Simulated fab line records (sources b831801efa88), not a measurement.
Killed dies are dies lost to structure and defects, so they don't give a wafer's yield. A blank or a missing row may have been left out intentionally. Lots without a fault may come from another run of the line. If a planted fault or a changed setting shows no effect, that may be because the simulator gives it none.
The tool behind it: which one? | flow gf180mcu | 36 wafers from 12 lots sampled at 4 of the route's 602 steps

## WHAT THE GAUGES SHOWED, per wafer
GF_M2_THK_MEAS_06: measures by xrf. Usual: M2_ALCU_THK 448 nm, standard deviation 5.4.
lot  | measured     | on            | M2_ALCU_THK (nm) | flag
L342 | day 18 13:41 | film metro-03 | 444 441 442      |
L344 | day 18 18:35 | film metro-02 | 452 460 458      |
L346 | day 19 19:20 | film metro-01 | 443 450 449      |
L347 | day 20 02:16 | film metro-02 | 453 449 452      |
L348 | day 20 19:26 | film metro-01 | 448 441 451      |
L351 | day 21 17:50 | film metro-03 | 452 455 457      |
L352 | day 22 11:46 | film metro-01 | 447 455 445      |
L353 | day 22 17:17 | film metro-03 | 451 450 450      |
L355 | day 23 01:38 | film metro-01 | 444 443 445      |
L360 | day 24 19:10 | film metro-01 | 453 441 451      |
L363 | day 25 18:22 | film metro-01 | 448 446 451      |
L364 | day 26 01:38 | film metro-01 | 446 448 450      |

GF_V2_RS_MEAS_24: measurement is done with a four-point probe. Usual: V2_W_RS 0.327 ohm/sq, standard deviation 0.0045.
lot  | measured     | on            | V2_W_RS (ohm/sq)  | flag
L342 | day 20 15:33 | film metro-03 | 0.329 0.330 0.324 |
L344 | day 20 21:32 | film metro-04 | 0.328 0.322 0.323 |
L346 | day 21 21:26 | film metro-03 | 0.335 0.326 0.331 |
L347 | day 22 04:22 | film metro-01 | 0.334 0.331 0.329 |
L348 | day 22 21:28 | film metro-03 | 0.328 0.321 0.328 |
L351 | day 23 18:35 | film metro-01 | 0.331 0.325 0.323 |
L352 | day 24 10:06 | film metro-03 | 0.327 0.329 0.322 |
L353 | day 24 16:34 | film metro-03 | 0.326 0.323 0.324 |
L355 | day 25 00:40 | film metro-03 | 0.328 0.329 0.331 |
L360 | day 26 14:17 | film metro-03 | 0.332 0.343 0.335 |
L363 | day 27 13:32 | film metro-01 | 0.330 0.320 0.329 |
L364 | day 27 20:13 | film metro-01 | 0.326 0.331 0.329 |

## WHICH TOOL RAN EACH LOT (tool, then ch and the chambers of the sampled wafers, then the start)
lot  | GF_M2_SPUTTER_04             | GF_V2_CVD_23
L342 | pvd sputter-02, day 18 13:31 | cvd w-01 ch 0,1, day 20 15:26
L344 | pvd sputter-03, day 18 18:25 | cvd w-01 ch 0,1, day 20 21:26
L346 | pvd sputter-02, day 19 19:10 | cvd w-02 ch 0,1, day 21 21:20
L347 | pvd sputter-01, day 20 02:05 | cvd w-02 ch 0,1, day 22 04:14
L348 | pvd sputter-02, day 20 19:14 | cvd w-01 ch 0,1, day 22 21:20
L351 | pvd sputter-01, day 21 17:40 | cvd w-02 ch 0,1, day 23 18:28
L352 | pvd sputter-03, day 22 11:36 | cvd w-02 ch 0,1, day 24 09:59
L353 | pvd sputter-02, day 22 17:07 | cvd w-02 ch 0,1, day 24 16:26
L355 | pvd sputter-02, day 23 01:28 | cvd w-01 ch 0,1, day 25 00:32
L360 | pvd sputter-03, day 24 18:59 | cvd w-02 ch 1, day 26 14:06
L363 | pvd sputter-02, day 25 18:12 | cvd w-01 ch 0,1, day 27 13:24
L364 | pvd sputter-02, day 26 01:28 | cvd w-01 ch 0,1, day 27 20:07
- GF_M2_SPUTTER_04: material TiN, target thk 50 nm, time 41.7 s.
- GF_V2_CVD_23: deposits W, target thk 350 nm, time 104.94 s.

## WHAT THE TOOLS THEMSELVES READ (means of the sampled wafers that have a number; where no wafer has one, the mark that the record gives instead)
GF_M2_SPUTTER_04. Usual: 30.3 % for throttle valve pct, sd 1.1.
lot  | tool           | throttle valve pct (%) | flag
L342 | pvd sputter-02 | 29.6                   |
L344 | pvd sputter-03 | 30.1                   |
L346 | pvd sputter-02 | 29.6                   |
L347 | pvd sputter-01 | 30.3                   |
L348 | pvd sputter-02 | 30.2                   |
L351 | pvd sputter-01 | 30.3                   |
L352 | pvd sputter-03 | 30.2                   |
L353 | pvd sputter-02 | 30.2                   |
L355 | pvd sputter-02 | 29.7                   |
L360 | pvd sputter-03 | 30.5                   |
L363 | pvd sputter-02 | 31.0                   |
L364 | pvd sputter-02 | 30.3                   |

GF_V2_CVD_23. Usual: heater power outer w 563 W, standard deviation 42; heater power w 905 W, standard deviation 74.
lot  | tool     | heater power outer w (W) | heater power w (W) | flag
L342 | cvd w-01 | 566                      | 934                |
L344 | cvd w-01 | 549                      | 876                |
L346 | cvd w-02 | 569                      | 915                |
L347 | cvd w-02 | 579                      | 895                |
L348 | cvd w-01 | 562                      | 926                |
L351 | cvd w-02 | 537                      | 871                |
L352 | cvd w-02 | 540                      | 850                |
L353 | cvd w-02 | 541                      | 867                |
L355 | cvd w-01 | 576                      | 940                |
L360 | cvd w-02 | 603                      | 953                |
L363 | cvd w-01 | 573                      | 929                |
L364 | cvd w-01 | 580                      | 945                |

## THE ANSWER, worked out from the rows above alone
Rule: take the mean of a lot's wafers that have a number; if it is more than 3 standard deviations from the usual mean, the lot is off. A lot without any number at a reading at which 4 lots or more have one is off too. Where the step has rows for the other lots, those lots are counted as sound. The gauges are gone through in route order, then the tools' own readings, and for those a lot's mean is taken as printed above. The first step at which some lot is off is used, and at that step the reading that is off furthest; a lot without a number counts as furthest.
Across all readings shown, no lot is off: no conclusion can be drawn from this.

## WHAT WAS PUT IN BY THE SIMULATOR
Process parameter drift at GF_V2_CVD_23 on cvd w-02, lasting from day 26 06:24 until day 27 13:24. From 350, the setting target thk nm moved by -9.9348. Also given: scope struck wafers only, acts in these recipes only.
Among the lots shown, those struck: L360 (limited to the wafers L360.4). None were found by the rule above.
